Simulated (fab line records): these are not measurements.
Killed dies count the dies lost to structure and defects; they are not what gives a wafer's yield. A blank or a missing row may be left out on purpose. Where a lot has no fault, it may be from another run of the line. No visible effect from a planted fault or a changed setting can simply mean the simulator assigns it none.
Lot-split experiment | flow gf180mcu | on a route of 602 steps: 5 lots, 27 wafers read

THE SPLIT
At GF_V1_CVD_02 (deposits SiO2 from TEOS, target thk 850 nm, time 94.851 s), the setting time s was moved away from the recipe's 94.851 s on 12 of the 27 wafers read, by -52.3% to +54.2%. The other wafers ran this setting at the recipe's value.

No step appears in the file between the split and the reading.

THE READING
V1_CVD_02_THK at GF_V1_THK_MEAS_03, in nm. Fault-free wafers of this fab line usually give 849 nm, standard deviation 9.7 nm.

wafer  | tool, chamber at the split | time s as run, s | against the recipe | V1_CVD_02_THK, nm | against lot-mates on the recipe
L074.1 | pecvd-03, 1                | 94.851           | recipe             | 840               | -
L074.3 | pecvd-03, 0                | 94.851           | recipe             | 833               | -
L074.6 | pecvd-03, 1                | 94.851           | recipe             | 844               | -
L075.1 | pecvd-03, 2                | 53.08            | -44.0%             | 469               | -379
L075.2 | pecvd-03, 1                | 53.08            | -44.0%             | 481               | -367
L075.3 | pecvd-03, 0                | 94.851           | recipe             | 841               | -
L075.4 | pecvd-03, 0                | 94.851           | recipe             | 848               | -
L075.5 | pecvd-03, 2                | 53.08            | -44.0%             | 472               | -376
L075.6 | pecvd-03, 1                | 94.851           | recipe             | 855               | -
L079.1 | pecvd-03, 1                | 45.27            | -52.3%             | 391               | -457
L079.2 | pecvd-03, 0                | 45.27            | -52.3%             | 395               | -453
L079.3 | pecvd-03, 2                | 94.851           | recipe             | 835               | -
L079.4 | pecvd-03, 1                | 94.851           | recipe             | 855               | -
L079.5 | pecvd-03, 0                | 94.851           | recipe             | 853               | -
L079.6 | pecvd-03, 2                | 45.27            | -52.3%             | 405               | -443
L081.1 | pecvd-02, 0                | 146.3            | +54.2%             | 1300              | +445
L081.2 | pecvd-02, 1                | 146.3            | +54.2%             | 1288              | +433
L081.3 | pecvd-02, 2                | 94.851           | recipe             | 840               | -
L081.4 | pecvd-02, 0                | 146.3            | +54.2%             | 1320              | +465
L081.5 | pecvd-02, 2                | 94.851           | recipe             | 867               | -
L081.6 | pecvd-02, 1                | 94.851           | recipe             | 857               | -
L085.1 | pecvd-02, 0                | 94.851           | recipe             | 837               | -
L085.2 | pecvd-02, 2                | 129.5            | +36.5%             | 1166              | +309
L085.3 | pecvd-02, 1                | 129.5            | +36.5%             | 1164              | +307
L085.4 | pecvd-02, 0                | 94.851           | recipe             | 858               | -
L085.5 | pecvd-02, 1                | 129.5            | +36.5%             | 1176              | +319
L085.6 | pecvd-02, 2                | 94.851           | recipe             | 877               | -

FIT RESULTS
A straight line over all 27 wafers: V1_CVD_02_THK changes by +8.54 nm for each +1% of time s; r = +1.00; the points scatter about the line by 12 nm.
The same after taking each lot's own level away (the mean of its wafers on the recipe; 27 wafers): +8.46 nm for each +1%; r = +1.00; scatter 11 nm.
That fit puts the effect of the largest move of time s on the reading at 4.6e+02 nm.
The span of the lots' own levels, 839.0 to 857.3 nm, comes to 1.9 times the standard deviation stated above.
Consequently the slope shifts little with the lot-to-lot level, the two slopes agreeing.
Check: for one of the wafers moved furthest among these (+54.2%), held out of the fit, the line's prediction against its lot-mates is +459 nm. Against them it came out at +445 nm.

FURTHER SPLITS ON THESE WAFERS
Before the reading, these wafers also passed through other splits. Each is held against what the fit with the lots' levels taken away leaves over:
other split on the same wafers      | wafers away from the commonest value | r with V1_CVD_02_THK (lot level and that fit taken away)
GF_STI_CVD_03 time s                | 21                                   | -0.20
GF_STI_WET_ETCH_17 time s           | 21                                   | +0.22
GF_HV_LDD_DEVELOP_06 develop time s | 9                                    | -0.36
GF_HV_LDD_CVD_56 time s             | 18                                   | +0.18
GF_CONTACT_SPUTTER_23 time s        | 6                                    | +0.16

THE WHOLE CHAIN: every reading that the file lists as answering this split, in the file's order
step              | what it does                                                 | reading                                                                   | change (the file's fit)                                                              | r (the file's)
GF_V1_CVD_02      | deposits SiO2 from TEOS, target thk 850 nm, time 94.851 s    | SiO2_of_V1_CVD_02.thk nm (the simulator's own value, which no gauge read) | +8.45 nm for each +1% of the setting                                                 | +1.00
GF_V1_THK_MEAS_03 |                                                              | V1_CVD_02_THK                                                             | +8.46 for each +1% of the setting                                                    | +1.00
GF_V1_CMP_04      | polishes SiO2                                                | time to endpoint s                                                        | withheld for each +1% of the setting                                                 | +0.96
GF_V1_CMP_04      | polishes SiO2                                                | SiO2_of_V1_CVD_02.thk nm (the simulator's own value, which no gauge read) | not straight: 397.1 at the lowest setting, 632.1 at the recipe, 631.6 at the highest | not given
GF_V1_ETCH_17     | etches SiO2 in C4F8/O2/Ar, stops on TiN, target depth 630 nm | oes product au                                                            | not straight: 0.679 at the lowest setting, 0.857 at the recipe, 0.858 at the highest | not given
GF_V1_ETCH_17     | etches SiO2 in C4F8/O2/Ar, stops on TiN, target depth 630 nm | V1.feature depth nm (the simulator's own value, which no gauge read)      | not straight: 397.1 at the lowest setting, 632.1 at the recipe, 631.6 at the highest | not given
GF_V1_ETCH_17     | etches SiO2 in C4F8/O2/Ar, stops on TiN, target depth 630 nm | etch.depth nm (the simulator's own value, which no gauge read)            | not straight: 405 at the lowest setting, 631.9 at the recipe, 635.2 at the highest   | not given

THE FILE'S OWN FIT
V1_CVD_02_THK changes by +8.46 nm for each +1% of time s, r = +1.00.
